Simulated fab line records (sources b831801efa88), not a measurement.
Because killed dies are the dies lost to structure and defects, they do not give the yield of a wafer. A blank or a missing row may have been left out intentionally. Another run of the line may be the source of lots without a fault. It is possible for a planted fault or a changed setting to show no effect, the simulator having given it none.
One fault through the eyes of 2 desks	flow sky130	each desk holds nothing but its own numbers, with what lay behind them at the end

== AT THE TOOL OWNER'S DESK: implanter-04 ==
The tool's own readings at SKY_VT_ADJUST_PCH_IMPLANT_08, given as means over the sampled wafers that have a number, one for each lot that went through this tool. The brackets show how far a lot's mean lies from the usual mean; more than 4 standard deviations puts the lot out of limits, marked OUT.
Columns: A = beam energy keV at SKY_VT_ADJUST_PCH_IMPLANT_08, usual 9.9999; B = dose ions cm2 at SKY_VT_ADJUST_PCH_IMPLANT_08, usual 5e+11
lot	first seen here	A	B
L341	day 10 05:25	10.0017	5e+11
L342	day 10 16:47	10.0005	5e+11
L343	day 10 23:31	9.9986	5e+11 (+14) OUT
L345	day 11 14:49	9.9981	5e+11 (+13) OUT
L355	day 14 13:02	10.0033	5e+11
L359	day 16 04:40	10.0053	5e+11
L362	day 17 00:02	10.0003	5e+11
This desk's verdict: out of limits on L343, L345, starting with L343 at day 10 23:31 (dose ions cm2 at SKY_VT_ADJUST_PCH_IMPLANT_08). L341, L342, L355, L359, L362 stayed within limits.

== METROLOGY DESK ==
Lot by lot, what the gauges showed, no matter which tool ran the lot: averages of those sampled wafers that carry a number. The brackets show how far a lot's mean lies from the usual mean; more than 4 standard deviations puts the lot out of limits, marked OUT.
Columns: A = METAL1_ALCU_RS at SKY_METAL1_RS_MEAS_05, usual 0.1264 ohm/sq; B = cd nm at SKY_VIA1_CD_MEAS_12, usual 149.6 nm
lot	first seen here	A	B
L341	day 31 20:34	0.1261	149.5
L342	day 32 02:28	0.1262	147.1
L343	day 32 03:28	0.1254	149.4
L345	day 33 03:53	0.1247	147.3
L353	day 35 07:34	0.1261	152.6
L355	day 35 19:31	0.1259	149.8
L356	day 36 07:41	0.1264	149.5
L357	day 36 20:43	0.1272	149.4
L358	day 37 14:17	0.1265	148.5
L359	day 37 16:30	0.1247	150.4
L361	day 37 19:23	0.1260	149.0
L362	day 38 07:47	0.1287	150.7
L363	day 38 14:07	0.1272	149.0
This desk's verdict: no lot among the 13 shows anything out of limits.

== PUT TOGETHER ==
At day 10 23:31, on L343, L345, the tool owner's desk was in a position to raise an alarm.
Metrology desk: nothing out of limits seen.
The metrology desk holds a record of L343, L345, inside its limits.
All the named lots went through SKY_VT_ADJUST_PCH_IMPLANT_08 on implanter-04.

== WHAT HAD BEEN PUT IN BY THE SIMULATOR ==
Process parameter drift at SKY_VT_ADJUST_PCH_IMPLANT_08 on implanter-04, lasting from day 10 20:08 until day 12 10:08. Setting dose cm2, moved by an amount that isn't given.
Shown lots that were struck: L343, L345.
Delay in hours, fault start to first out-of-limits reading, by desk: the tool owner's desk at 3.
